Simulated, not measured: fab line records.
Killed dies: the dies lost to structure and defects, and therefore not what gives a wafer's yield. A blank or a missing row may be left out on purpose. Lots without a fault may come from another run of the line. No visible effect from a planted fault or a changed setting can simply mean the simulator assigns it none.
Which of the tools did it? | flow sky130 | 15 lots, 45 wafers sampled, at 3 steps of a route of 708

== WHAT EACH GAUGE READ, for each wafer ==
SKY_CAP2M_OVL_MEAS_12.
lot  | measured     | on         | CAP2M_OVL (nm)
L151 | day 40 17:50 | overlay-01 | 0.7 -1.2 -0.2
L153 | day 41 13:04 | overlay-01 | 1.1 2.0 1.5
L154 | day 42 04:47 | overlay-01 | 2.9 2.3 0.7
L155 | day 42 18:19 | overlay-01 | 1.2 2.5 2.9
L156 | day 42 18:37 | overlay-02 | 0.9 1.1 2.2
L158 | day 43 02:28 | overlay-01 | 1.7 1.3 1.2
L157 | day 43 03:33 | overlay-01 | 2.3 2.2 1.6
L159 | day 43 11:10 | overlay-01 | 2.3 2.9 1.0
L161 | day 43 18:10 | overlay-02 | -1.1 1.0 1.0
L164 | day 45 00:56 | overlay-02 | 0.8 4.3 1.8
L166 | day 45 11:40 | overlay-02 | 1.7 2.7 2.6
L169 | day 45 22:07 | overlay-01 | 2.1 1.4 -0.3
L171 | day 46 07:28 | overlay-02 | 0.3 0.2 1.1
L172 | day 46 22:58 | overlay-02 | -0.6 1.1 1.2
L173 | day 47 03:37 | overlay-01 | 0.3 1.5 1.6

SKY_METAL4_CD_MEAS_13: the cd target is 300 nm.
lot  | measured     | on        | cd-nm (nm)
L151 | day 41 18:13 | cd-sem-01 | 300.9 299.0 301.1
L153 | day 42 13:45 | cd-sem-02 | 300.2 299.9 299.3
L154 | day 43 04:27 | cd-sem-01 | 301.5 301.9 301.4
L155 | day 43 17:40 | cd-sem-02 | 300.3 302.0 300.2
L156 | day 43 18:08 | cd-sem-02 | 300.5 300.9 300.4
L158 | day 44 02:04 | cd-sem-02 | 301.4 301.0 300.4
L157 | day 44 03:14 | cd-sem-02 | 299.6 300.1 298.6
L159 | day 44 10:02 | cd-sem-02 | 299.5 300.6 298.8
L161 | day 44 17:14 | cd-sem-02 | 299.5 300.7 300.9
L164 | day 45 23:03 | cd-sem-01 | 301.7 301.7 301.3
L166 | day 46 09:07 | cd-sem-02 | 299.9 300.1 300.2
L169 | day 46 19:41 | cd-sem-01 | 300.6 300.8 301.4
L171 | day 47 04:26 | cd-sem-02 | 297.8 297.9 299.1
L172 | day 47 19:19 | cd-sem-02 | 301.3 301.8 301.5
L173 | day 47 23:55 | cd-sem-02 | 299.2 300.0 299.8

== EACH LOT AND THE TOOL THAT RAN IT (in order: tool; ch and the chambers of the sampled wafers; start) ==
lot  | SKY_CAP2M_CVD_00
L151 | pecvd-01 ch 1,2, day 39 16:15
L153 | pecvd-02 ch 0,1, day 40 12:50
L154 | pecvd-03 ch 0,1, day 41 04:15
L155 | pecvd-03 ch 0,2, day 41 19:08
L156 | pecvd-01 ch 0,1,2, day 41 19:26
L158 | pecvd-03 ch 1,2, day 42 03:41
L157 | pecvd-02 ch 0,1,2, day 42 04:36
L159 | pecvd-03 ch 1,2, day 42 12:38
L161 | pecvd-03 ch 0, day 42 19:44
L164 | pecvd-03 ch 0,1, day 44 02:47
L166 | pecvd-02 ch 0,1, day 44 14:22
L169 | pecvd-02 ch 0,1, day 45 01:05
L171 | pecvd-03 ch 0,1, day 45 10:40
L172 | pecvd-02 ch 0,2, day 46 02:56
L173 | pecvd-03 ch 0,1,2, day 46 07:32
- SKY_CAP2M_CVD_00: deposits SiO2, target thk 15.5 nm.

== AS READ BY THE TOOLS THEMSELVES (means over the sampled wafers that have a number; for cases with no such wafer, the mark the record gives instead) ==
SKY_CAP2M_CVD_00.
lot  | tool     | heater-power-w (W)
L151 | pecvd-01 | 656
L153 | pecvd-02 | 847
L154 | pecvd-03 | 750
L155 | pecvd-03 | 696
L156 | pecvd-01 | 737
L158 | pecvd-03 | 680
L157 | pecvd-02 | 740
L159 | pecvd-03 | 612
L161 | pecvd-03 | 764
L164 | pecvd-03 | 652
L166 | pecvd-02 | 811
L169 | pecvd-02 | 808
L171 | pecvd-03 | 709
L172 | pecvd-02 | 790
L173 | pecvd-03 | 693

== THE ANSWER, worked out from the rows above alone ==
Rule: what is usual is taken from the lots themselves. The widest of any qualifying gaps counts: lots, ordered by their means at a reading, are off when they make up no more than a third of the lots, leave a main group of 4 or more, and stand apart from it by 3 or more times the standard deviation of that group's means. Not used: any main group whose means are identical at the precision the tables above print for the reading. A lot without any number at a reading at which 4 lots or more have one is off too. Any other lot the step has rows for is counted as sound. First the gauges in route order, then the tools' own readings, where a lot's mean is used as printed above. The first step at which some lot is off is used, and at that step the reading that is off furthest; a lot without a number counts as furthest.
None of the lots is off at any reading shown; this tells nothing.

== WHAT THE SIMULATOR HAD PUT IN ==
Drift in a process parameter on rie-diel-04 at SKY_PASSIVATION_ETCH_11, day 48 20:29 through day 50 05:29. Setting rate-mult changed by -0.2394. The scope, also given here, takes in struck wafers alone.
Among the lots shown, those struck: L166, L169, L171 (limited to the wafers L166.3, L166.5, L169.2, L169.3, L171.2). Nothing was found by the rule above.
